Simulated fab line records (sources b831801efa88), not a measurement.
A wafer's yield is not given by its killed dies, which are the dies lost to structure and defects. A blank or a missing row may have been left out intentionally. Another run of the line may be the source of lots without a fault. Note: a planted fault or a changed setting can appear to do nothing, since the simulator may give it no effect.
Problem report, 8D (eight disciplines) form, completed by code	flow gf180mcu	the parts of the form that need people (team, actions taken, sign-off) are left out

== 1. THE ISSUE ==
Mean STI_OXIDATION_01_THK at GF_STI_THK_MEAS_22: 19.2 nm over 9 wafers in 3 lots; fault-free wafers: 14.8 nm, standard deviation 0.34. That is +13 standard deviations from the usual mean.
First seen on wafer L514.1, day 6 05:20, on film metro-03. At this step, 36 wafers from 12 lots have a number in the record. Rule for "out", or "out of limits": more than 4 standard deviations from the usual mean. All remaining wafers that have a number are taken as sound.

== 2. WHAT IT IS, AND WHAT IT ISN'T ==
question	is	is not
which readings at this step	STI_OXIDATION_01_THK	-
which lots	L514, L515, L516	L497, L499, L500, L501, L502, L503, L504, L507, L518
which wafers of those lots	all that have a number	-
read on which gauges	film metro-02, film metro-03	film metro-01
when	from day 6 05:20	up to then (24 sound wafers); but 3 sound wafers of L518 came after

== 3. SUSPECTS, AND WHAT RULES EACH OUT ==
Counting: any tool at a process step up to the reading is kept as a suspect provided that every lot that is out went through it and no sound lot did after the first of them.
- the gauge at GF_STI_THK_MEAS_22 has been ruled out. The wafers that are out were read on 2 gauges (film metro-02, film metro-03).
- furnace-01 at GF_STI_OXIDATION_21 (stabilise 600 s, purge 300 s, target thk 15 nm): kept. It processed each lot that is out, first L514 at day 6 04:13, and no sound lot thereafter; up to then, the last sound lot it processed was L507 at day 4 17:20. Its own spike tc bottom C, spike tc centre C, spike tc lower C, spike tc top C, spike tc upper C, tube center temp C, tube_center_temp_C_max, zone power centre pct readings are out on those wafers.
Remaining after the count: furnace-01 at GF_STI_OXIDATION_21.

== 4. THE CAUSE (what the simulator had put in) ==
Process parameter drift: furnace-01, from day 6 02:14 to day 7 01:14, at GF_STI_OXIDATION_21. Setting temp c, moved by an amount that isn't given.
Only this tool survived the counting.

== 5. THE EFFECT CHAIN, in route order ==
Each row: a reading where the mean over the struck wafers with a number is more than 3 standard deviations away from the usual. Readings are gone through only where the record gives a usual standard deviation; hours: the median, over the lots, of the time from a lot's start at the first step in this table giving one to that lot's start at this step; sigmas: the change measured in usual standard deviations.
hours	step	reading	usual	on struck wafers	change	sigmas
0	GF_STI_OXIDATION_21	spike tc bottom C	1021 C	1054	+33	+8.0
0	GF_STI_OXIDATION_21	spike tc centre C	999.8 C	1030.9	+31.1	+24
0	GF_STI_OXIDATION_21	spike tc lower C	999.6 C	1030.7	+31.1	+24
0	GF_STI_OXIDATION_21	spike tc top C	1012.4 C	1042.3	+29.9	+18
0	GF_STI_OXIDATION_21	spike tc upper C	998.9 C	1030.5	+31.6	+29
0	GF_STI_OXIDATION_21	tube center temp C	1000 C	1031	+31	+99 or more
0	GF_STI_OXIDATION_21	tube_center_temp_C_max	1002.6	1034.0	+31.4	+75
0	GF_STI_OXIDATION_21	zone power centre pct	25.9 %	28.3	+2.4	+5.8
1	GF_STI_THK_MEAS_22	STI_OXIDATION_01_THK	14.8 nm	19.2	+4.4	+13
The process steps in it:
- GF_STI_OXIDATION_21: stabilise 600 s, purge 300 s, target thk 15 nm.
At these later measuring or inspecting steps, every struck wafer for which the step has a row has a number for every such reading, and none has moved that far: GF_NWELL_TW_MEAS_11, GF_DUAL_GATE_THK_MEAS_03.

== 6. WHAT WOULD HAVE CAUGHT IT SOONER ==
The first out-of-limits reading at a measuring or inspecting step in this record came at day 6 05:20, 3 hours after the fault's start at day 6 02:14.
The tool's own readings at GF_STI_OXIDATION_21 were out on every struck wafer that the step has a row for (spike tc bottom C, spike tc centre C, spike tc lower C, spike tc top C, spike tc upper C, tube center temp C, tube_center_temp_C_max, zone power centre pct): an alarm limit on them would have fired on the first of those.
Lots out: 3; of these, L515, L516 started GF_STI_OXIDATION_21 on furnace-01 after day 6 05:20. A hold on the tool at that time would have spared those 2.
